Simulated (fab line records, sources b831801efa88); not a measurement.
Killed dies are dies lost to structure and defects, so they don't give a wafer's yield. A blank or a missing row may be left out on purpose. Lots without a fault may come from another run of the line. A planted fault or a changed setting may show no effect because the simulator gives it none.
Split-lot experiment | flow gf180mcu | 5 lots, 23 wafers read, on a route of 602 steps

THE SPLIT
At GF_MVPSD_IMPLANT_08, the setting dose_cm2 was moved away from the recipe's 1.5e+13 on 6 of the 23 wafers read, by -6.7% to +6.5%. The other wafers ran this setting at the recipe's value.

FROM THE SPLIT TO THE READING: what the file shows between them, 6 steps
- GF_VT_IMPLANT_IMPLANT_19 (also split here: energy_kev)
- GF_VT_IMPLANT_COAT_35: resist thk 1000 nm (also split here: spin_rpm)
- GF_VT_IMPLANT_DEVELOP_39: develop time 60 s (also split here: develop_time_s)
- GF_VT_IMPLANT_IMPLANT_41
- GF_VT_IMPLANT_STRIP_42: strips in O2/N2
- GF_VT_IMPLANT_CLEAN_44: cleans in SC1/SC2, time 150 s

THE READING
MVPSD_RS, in ohm/sq, at GF_VT_IMPLANT_RS_MEAS_49 (measures by four-point-probe). Fault-free wafers of this fab line usually give 1166.8 ohm/sq, standard deviation 2.9 ohm/sq.

wafer  | tool, chamber at the split | dose_cm2 as run | against the recipe | MVPSD_RS, ohm/sq | against lot-mates on the recipe
L076.1 | implanter-01, 0            | 1.5e+13         | recipe             | 1162.6           | -
L076.2 | implanter-01, 0            | 1.5e+13         | recipe             | 1165.2           | -
L076.3 | implanter-01, 0            | 1.5e+13         | recipe             | 1165.7           | -
L076.4 | implanter-01, 0            | 1.5e+13         | recipe             | 1163.4           | -
L076.5 | implanter-01, 0            | 1.5e+13         | recipe             | 1162.3           | -
L079.2 | implanter-01, 0            | 1.5e+13         | recipe             | 1165.1           | -
L079.3 | implanter-01, 0            | 1.5e+13         | recipe             | 1165.1           | -
L079.6 | implanter-01, 0            | 1.5e+13         | recipe             | 1167.2           | -
L083.2 | implanter-03, 0            | 1.5e+13         | recipe             | 1163.5           | -
L083.3 | implanter-03, 0            | 1.5e+13         | recipe             | 1168.9           | -
L083.4 | implanter-03, 0            | 1.5e+13         | recipe             | 1169.6           | -
L083.5 | implanter-03, 0            | 1.5e+13         | recipe             | 1168.4           | -
L083.6 | implanter-03, 0            | 1.5e+13         | recipe             | 1166.3           | -
L084.1 | implanter-02, 0            | 1.399e+13       | -6.7%              | 1208.9           | +43.2
L084.2 | implanter-02, 0            | 1.5e+13         | recipe             | 1166.6           | -
L084.3 | implanter-02, 0            | 1.5e+13         | recipe             | 1164.9           | -
L084.5 | implanter-02, 0            | 1.399e+13       | -6.7%              | 1203.2           | +37.5
L084.6 | implanter-02, 0            | 1.399e+13       | -6.7%              | 1206.0           | +40.2
L085.1 | implanter-02, 0            | 1.5e+13         | recipe             | 1171.1           | -
L085.2 | implanter-02, 0            | 1.598e+13       | +6.5%              | 1134.9           | -36.6
L085.3 | implanter-02, 0            | 1.598e+13       | +6.5%              | 1138.2           | -33.3
L085.4 | implanter-02, 0            | 1.598e+13       | +6.5%              | 1135.0           | -36.5
L085.5 | implanter-02, 0            | 1.5e+13         | recipe             | 1172.0           | -

THE FIT
A straight line over all 23 wafers: MVPSD_RS changes by -5.28 ohm/sq for each +1% of dose_cm2; r = -0.98; the points scatter about the line by 3.3 ohm/sq.
The same after taking each lot's own level away (the mean of its wafers on the recipe; 23 wafers): -5.72 ohm/sq for each +1%; r = -1.00; scatter 1.9 ohm/sq.
On that fit, the largest move of dose_cm2 shifts the reading by 38 ohm/sq.
The lots' own levels span 1163.84 to 1171.55 ohm/sq, that is 2.7 times the standard deviation above.
So the lot-to-lot level changes the slope little: the two slopes agree.
Check: with one of the wafers moved furthest among these (-6.7%) left out of the fit, the line predicts +37.8 ohm/sq for it against its lot-mates. It came out at +43.2 ohm/sq against them.

OTHER SPLITS ON THESE WAFERS
These wafers also went through other splits before the reading. Each is held against what the fit with the lots' levels taken away leaves over:
other split on the same wafers          | wafers away from the commonest value | r with MVPSD_RS (lot level and that fit taken away)
GF_STI_COAT_07 resist_thk_nm            | 8                                    | -0.09
GF_STI_SOFTBAKE_08 temp_c               | 10                                   | +0.09
GF_LVPWELL_COAT_02 resist_thk_nm        | 7                                    | +0.26
GF_MVSD_COAT_02 resist_thk_nm           | 9                                    | +0.37
GF_MVSD_IMPLANT_08 dose_cm2             | 8                                    | -0.08
GF_VT_IMPLANT_IMPLANT_19 energy_kev     | 8                                    | +0.11
GF_VT_IMPLANT_COAT_35 spin_rpm          | 10                                   | +0.04
GF_VT_IMPLANT_DEVELOP_39 develop_time_s | 6                                    | -0.23

THE FILE'S OWN FIT
MVPSD_RS changes by -5.72 ohm/sq for each +1% of dose_cm2, r = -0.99.
